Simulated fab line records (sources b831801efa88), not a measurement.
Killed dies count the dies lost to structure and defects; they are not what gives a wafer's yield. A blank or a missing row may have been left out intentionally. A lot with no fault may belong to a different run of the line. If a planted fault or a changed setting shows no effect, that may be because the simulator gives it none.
Check of tool commonality | flow gf180mcu | 14 lots and 51 wafers in the sample

REASON IT WAS OPENED
GF_HV_LDD_TW_MEAS_50, reading HV_LDD_4_TW: flagged on 3 of 14 lots. Fault-free wafers read 568, with a standard deviation of 3.4.
Rule: flag the lot when none of its wafers has a number, or when each of its wafers that has one lies beyond 4 standard deviations from that mean. The rest of the lots are taken to be sound.

lot  | measured     | on            | HV_LDD_4_TW, wafer by wafer | flag
L178 | day 13 17:05 | film-metro-04 | 566 567 567                 |
L179 | day 13 22:28 | film-metro-04 | 567 566 569                 |
L184 | day 15 22:47 | film-metro-04 | 528 527 529 531 532 533     | FLAGGED
L185 | day 16 01:19 | film-metro-03 | 571 569 569                 |
L187 | day 16 12:29 | film-metro-04 | 525 526 529 526 526 529     | FLAGGED
L188 | day 16 16:57 | film-metro-03 | 569 570 570                 |
L189 | day 17 08:12 | film-metro-04 | 528 525 528 527 531 529     | FLAGGED
L191 | day 18 00:17 | film-metro-01 | 568 571 572                 |
L192 | day 18 05:06 | film-metro-04 | 562 565 565                 |
L193 | day 18 13:50 | film-metro-04 | 564 566 563                 |
L194 | day 19 02:40 | film-metro-04 | 563 569 568                 |
L196 | day 19 12:13 | film-metro-03 | 578 573 573                 |
L197 | day 19 23:07 | film-metro-04 | 565 567 566                 |
L198 | day 20 06:59 | film-metro-01 | 570 570 572                 |
Average over the flagged lots: 528; offset from the usual -40, equal to -12 standard deviations.

LOT BY LOT: THE TOOL USED
The record holds 1 process step before the reading, out of a route of 602 steps. In each cell: the tool, then ch and the chambers that the sampled wafers went through, then the start.
lot  | flag    | GF_HV_LDD_IMPLANT_48
L178 |         | implanter-03 ch 0, day 13 16:50
L179 |         | implanter-03 ch 0, day 13 22:13
L184 | FLAGGED | implanter-03 ch 0, day 15 22:32
L185 |         | implanter-02 ch 0, day 16 01:06
L187 | FLAGGED | implanter-03 ch 0, day 16 12:14
L188 |         | implanter-01 ch 0, day 16 16:43
L189 | FLAGGED | implanter-03 ch 0, day 17 07:59
L191 |         | implanter-01 ch 0, day 18 00:02
L192 |         | implanter-01 ch 0, day 18 04:52
L193 |         | implanter-01 ch 0, day 18 13:35
L194 |         | implanter-01 ch 0, day 19 02:28
L196 |         | implanter-01 ch 0, day 19 12:01
L197 |         | implanter-03 ch 0, day 19 22:54
L198 |         | implanter-03 ch 0, day 20 06:45
What is done by these steps:
- GF_HV_LDD_IMPLANT_48
- GF_HV_LDD_TW_MEAS_50

FLAGGED OVER TOTAL, TOOL BY TOOL (the gauges that took the reading come last)
step                 | tool          | lots run | flagged | share of the flagged lots | sound lots run after its first flagged lot
GF_HV_LDD_IMPLANT_48 | implanter-01  | 6        | 0       | none                      | -
GF_HV_LDD_IMPLANT_48 | implanter-02  | 1        | 0       | none                      | -
GF_HV_LDD_IMPLANT_48 | implanter-03  | 7        | 3       | all                       | 2 (L197,L198)
GF_HV_LDD_TW_MEAS_50 | film-metro-01 | 2        | 0       | none                      | -
GF_HV_LDD_TW_MEAS_50 | film-metro-03 | 3        | 0       | none                      | -
GF_HV_LDD_TW_MEAS_50 | film-metro-04 | 9        | 3       | all                       | 4 (L192,L193,L194,L197)

WHAT THE TABLE PERMITS
Rows of the table that ran all the flagged lots, 2 in number: implanter-03 at GF_HV_LDD_IMPLANT_48; film-metro-04 at GF_HV_LDD_TW_MEAS_50.
- implanter-03 at GF_HV_LDD_IMPLANT_48: 3 of its 7 lots flagged. Sound lots ran on it after the first flagged one (L197, L198), which a lasting fault on the whole tool wouldn't allow.
- film-metro-04 at GF_HV_LDD_TW_MEAS_50: 3 of its 9 lots flagged. Sound lots ran on it after the first flagged one (L192, L193, L194, L197), which a lasting fault on the whole tool wouldn't allow.
There is no row in the table that ran each flagged lot and no sound lot after the first.

WHAT WAS PUT IN BY THE SIMULATOR
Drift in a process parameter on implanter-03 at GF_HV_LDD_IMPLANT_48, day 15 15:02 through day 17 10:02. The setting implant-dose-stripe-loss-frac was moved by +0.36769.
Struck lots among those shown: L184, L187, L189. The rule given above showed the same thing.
